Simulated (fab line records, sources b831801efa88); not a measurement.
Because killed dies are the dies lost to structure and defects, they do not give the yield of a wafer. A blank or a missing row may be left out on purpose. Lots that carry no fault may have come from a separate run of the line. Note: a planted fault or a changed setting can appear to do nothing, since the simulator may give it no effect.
Struck lot and sound lot, side by side	flow sky130	14 out of 708 route steps
Sound: wafers L802.1, L802.3, L802.4. Wafers struck: L810.1, L810.4, L810.6. The cause is named last.
Per side, at each step with rows, come the tool, then ch with its chambers, and then its first start. Under that, the readings that differ: sound wafers	struck wafers	difference of the means	sigmas: that difference in standard deviations of wafers without a fault.
alike: words and numbers the same on both sides, and readings whose means are apart by under 2 such deviations; not compared: readings that were withheld, readings missing a value for some wafer, numbers with overlapping values and no deviation given by the record, and bounds like >300 which may hide the same value.
A row with sigmas, a row that says differs or no value, or rows on one side alone: a step with any of these is where the two part. Numbers that have no deviation but don't overlap get no sigmas and don't part them. A reading that every wafer of one side lacks parts them only if that side has two wafers or more.

first, 4 steps without rows for these wafers: SKY_VIA2_SOFTBAKE_08 (time 90 s); SKY_VIA2_EXPOSE_09 (exposes mask VIM2, target cd 200 nm); SKY_VIA2_PEB_10; SKY_VIA2_DEVELOP_11 (develop time 60 s).
SKY_VIA2_CD_MEAS_12 targets a cd of 200 nm.
  sound on cdSem-01 at day 37 18:40; struck on cdSem-02 at day 39 22:16
  alike: cdNm
SKY_VIA2_OVL_MEAS_13:
  sound on overlay-01 at day 37 18:47; struck on overlay-02 at day 39 22:23
  alike: VIA2_OVL
SKY_VIA2_ETCH_14: etches BARC in N2/H2, stops on SiO2, time 45.9 s, target depth 60 nm.
  sound on rieDiel-03 ch 0,1,2, day 37 18:49; struck on rieDiel-04 ch 0,2,3, day 39 22:25
  alike: drypumpMotorCurrentA, oesProductAu, throttleValvePct
  not compared: rfHoursCounterH
SKY_VIA2_ETCH_15: etches SiO2 in C4F8/O2/Ar, stops on TiN, target depth 546 nm, time 84 s.
  sound on rieDiel-03 ch 0,1,2, day 37 18:51; struck on rieDiel-04 ch 0,2,3, day 39 22:28
  alike: oesProductAu
  not compared: rfHoursCounterH
SKY_VIA2_STRIP_16: strips in O2/N2.
  sound on plasmaAsher-03 ch 0,1, day 37 18:55; struck on plasmaAsher-04 ch 1, day 39 22:31
  alike: drypumpMotorCurrentA, oesProductAu, stripTimeToEndpointS
  not compared: rfHoursCounterH
then, 3 steps without rows for these wafers: SKY_VIA2_STRIP_17 (strips in post etch residue remover, time 1200 s); SKY_VIA2_CLEAN_18 (cleans in IPA, time 180 s); SKY_VIA2_CLEAN_19 (cleans in O3/DIW).
SKY_VIA2_SPUTTER_20: material TiN, target thk 20 nm, time 80 s.
  sound on pvdSputter-04 at day 37 19:37; struck on pvdSputter-03 at day 39 23:07
reading	sound	struck	difference	sigmas
cathodeDcPowerW (W)	3999.7 3999.9 4001.0	3612.1 3610.7 3611.3	-388.8	-99 or more
model.TiN_of_VIA2_SPUTTER_20.thkNm (nm)	19.84 20.01 20.03	18.08 17.9 17.96	-1.98	
  alike: throttleValvePct
SKY_VIA2_CVD_21: deposits W, target thk 420 nm, time 126.4 s.
  sound on cvdW-02 ch 0,1, day 37 19:40; struck on cvdW-02 ch 0, day 39 23:11
  alike: heaterPowerW

== WHERE THEY PART ==
SKY_VIA2_SPUTTER_20 only, going by this record. Later steps at which nothing parts them and some readings are alike: SKY_VIA2_CVD_21.

WHY: what had been put in by the simulator
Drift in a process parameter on pvdSputter-03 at SKY_VIA2_SPUTTER_20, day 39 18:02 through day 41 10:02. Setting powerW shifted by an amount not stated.
